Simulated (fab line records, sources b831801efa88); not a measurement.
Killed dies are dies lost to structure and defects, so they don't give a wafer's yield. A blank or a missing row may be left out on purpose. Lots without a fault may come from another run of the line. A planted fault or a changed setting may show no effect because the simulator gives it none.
Chamber matching | flow gf180mcu | GF_CONTACT_ETCH_16 on rie_diel-01: 4 sister chambers
The step etches BARC in N2/H2. 18 wafers are shown with their chamber, then 9 later ones without.

WAFERS WITH THEIR CHAMBER
wafer  | chamber | drypump_motor_current_A (A) | oes_product_au (a.u.) | throttle_valve_pct (%)
L443.4 | 2       | 6.6                         | 0.855                 | 13.235
L443.5 | 3       | 5.6                         | 0.864                 | 13.224
L443.6 | 0       | 6.7                         | 0.850                 | 13.226
L445.1 | 1       | 4.9                         | 0.855                 | 13.235
L445.2 | 0       | 6.7                         | 0.852                 | 13.207
L445.6 | 1       | 4.9                         | 0.853                 | 13.225
L446.1 | 0       | 6.7                         | 0.849                 | 13.240
L446.3 | 2       | 6.5                         | 0.857                 | 13.217
L446.5 | 2       | 6.5                         | 0.851                 | 13.218
L448.2 | 2       | 6.5                         | 0.853                 | 13.223
L448.4 | 3       | 5.7                         | 0.851                 | 13.232
L448.5 | 1       | 4.9                         | 0.851                 | 13.223
L449.4 | 3       | 5.6                         | 0.857                 | 13.222
L449.5 | 1       | 4.9                         | 0.845                 | 13.221
L449.6 | 0       | 6.7                         | 0.860                 | 13.227
L452.1 | 1       | 4.9                         | 0.855                 | 13.233
L452.3 | 0       | 6.7                         | 0.843                 | 13.234
L452.4 | 3       | 5.7                         | 0.847                 | 13.219

SIGNATURES (means of the wafers above)
reading                 | chamber 0 | chamber 1 | chamber 2 | chamber 3 | scatter within a chamber
drypump_motor_current_A | 6.700     | 4.900     | 6.525     | 5.650     | 0.0354
oes_product_au          | 0.85080   | 0.85180   | 0.85400   | 0.85475   | 0.00537
throttle_valve_pct      | 13.22680  | 13.22740  | 13.22325  | 13.22425  | 0.00875
Rule: a wafer's distance from a chamber is the root of the sum, over the readings, of the square of ((its reading less the chamber's mean) divided by the reading's scatter). The wafer belongs to the nearest chamber; if the next one is less than 2 further off, it can't be placed. The scatter: the root of (the sum of the squares of (reading less its chamber's mean) over the shown wafers, divided by (wafers less chambers)).

WAFERS WITHOUT THEIR CHAMBER
wafer  | drypump_motor_current_A (A) | oes_product_au (a.u.) | throttle_valve_pct (%)
L453.1 | 5.7                         | 0.851                 | 13.233
L453.3 | 6.7                         | 0.852                 | 13.211
L453.6 | 5.6                         | 0.852                 | 13.219
L454.4 | 6.6                         | 0.852                 | 13.223
L454.5 | 6.7                         | 0.848                 | 13.224
L454.6 | 5.7                         | 0.850                 | 13.240
L456.1 | 5.7                         | 0.847                 | 13.227
L456.5 | 4.9                         | 0.862                 | 13.211
L456.6 | 6.6                         | 0.853                 | 13.211

WHICH CHAMBER EACH WENT THROUGH
wafer  | from the rows above     | in truth
L453.1 | 3                       | 3
L453.3 | 0                       | 0
L453.6 | 3                       | 3
L454.4 | can't be placed: 2 or 0 | 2
L454.5 | 0                       | 0
L454.6 | 3                       | 3
L456.1 | 3                       | 3
L456.5 | 1                       | 1
L456.6 | can't be placed: 2 or 0 | 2
Placed correctly: 7 of 9. Can't be placed from these rows: 2 (the true chamber is among the candidates in 2). Placed wrongly: 0.
